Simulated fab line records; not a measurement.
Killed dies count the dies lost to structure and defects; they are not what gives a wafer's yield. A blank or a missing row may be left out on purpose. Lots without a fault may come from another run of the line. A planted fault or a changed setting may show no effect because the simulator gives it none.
Struck lot and sound lot, side by side    flow sky130    17 steps out of a route of 708
Sound: these wafers, L922.1, L922.2, L922.4. Wafers struck: L927.2, L927.3, L927.5. The cause comes at the end.
For every step that has rows: the tool of each side, followed by ch and its chambers, followed by its first start. Under that, the readings that differ: sound wafers    struck wafers    difference of the means    sigmas: that difference in standard deviations of wafers without a fault.
alike: a reading whose means differ by less than 2 such deviations, as well as words and numbers matching on both sides. not compared: withheld readings; readings where some wafer has no value; bounds like >300 that might hide an equal value; numbers whose values overlap and for which the record gives no deviation.
A row with sigmas, a row that says differs or no value, or rows on one side alone: a step with any of these is where the two part. Non-overlapping numbers with no deviation appear without sigmas and do not part them. A reading that every wafer of one side lacks parts them only if that side has two wafers or more.

first, 2 steps without rows for these wafers: SKY_NWELL_IMPLANT_12; SKY_NWELL_IMPLANT_13.
SKY_NWELL_STRIP_14: strips in O2/N2.
  sound on plasma-asher-01 ch 0,1, day 5 21:45; struck on plasma-asher-02 ch 0,1, day 7 03:22
  alike: drypump-motor-current-A, oes-product-au, strip-time-to-endpoint-s
  not compared: rf-hours-counter-h
SKY_NWELL_TW_MEAS_15:
  struck on film-metro-01, day 7 03:29; sound on film-metro-02, day 5 21:51
  alike: NWELL_TW
then, 7 steps without rows for these wafers: SKY_NWELL_DEHYDRATE_16 (time 60 s); SKY_NWELL_HMDS_17 (prime time 60 s); SKY_NWELL_COAT_18 (resist thk 3000 nm); SKY_NWELL_SOFTBAKE_19; SKY_NWELL_EXPOSE_20 (exposes mask NWM COMPLEMENT, target cd 840 nm); SKY_NWELL_PEB_21; SKY_NWELL_DEVELOP_22 (develop time 60 s).
SKY_NWELL_OVL_MEAS_23:
  struck on overlay-02, day 8 00:41; sound on overlay-01, day 6 17:32
  alike: NWELL_01_OVL
SKY_NWELL_IMPLANT_24:
  sound on implanter-03 ch 0, day 6 17:34; struck on implanter-01 ch 0, day 8 01:04
  alike: dose-ions-cm2
SKY_NWELL_STRIP_25: strips in O2/N2.
  sound on plasma-asher-02 ch 0,1, day 6 17:43; struck on plasma-asher-04 ch 0,1, day 8 01:11
  alike: drypump-motor-current-A, oes-product-au, strip-time-to-endpoint-s
  not compared: rf-hours-counter-h
SKY_NWELL_TW_MEAS_26:
  struck on film-metro-03, day 8 01:19; sound on film-metro-01, day 6 17:49
reading     sound        struck       difference  sigmas
NWELL_2_TW  488 488 491  622 623 618  +132        +23
then, 1 step without rows for these wafers: SKY_NWELL_CLEAN_27 (cleans in SC1/SC2, time 150 s).
SKY_PAD_OPEN_PROBE_99:
  rows exist in the record for the sound wafers here (prober-02, day 48 05:05), none for the struck ones

## WHERE THEY PART
Last at SKY_PAD_OPEN_PROBE_99 as far as this record goes, first at SKY_NWELL_TW_MEAS_26.

WHY: the cause the simulator had injected
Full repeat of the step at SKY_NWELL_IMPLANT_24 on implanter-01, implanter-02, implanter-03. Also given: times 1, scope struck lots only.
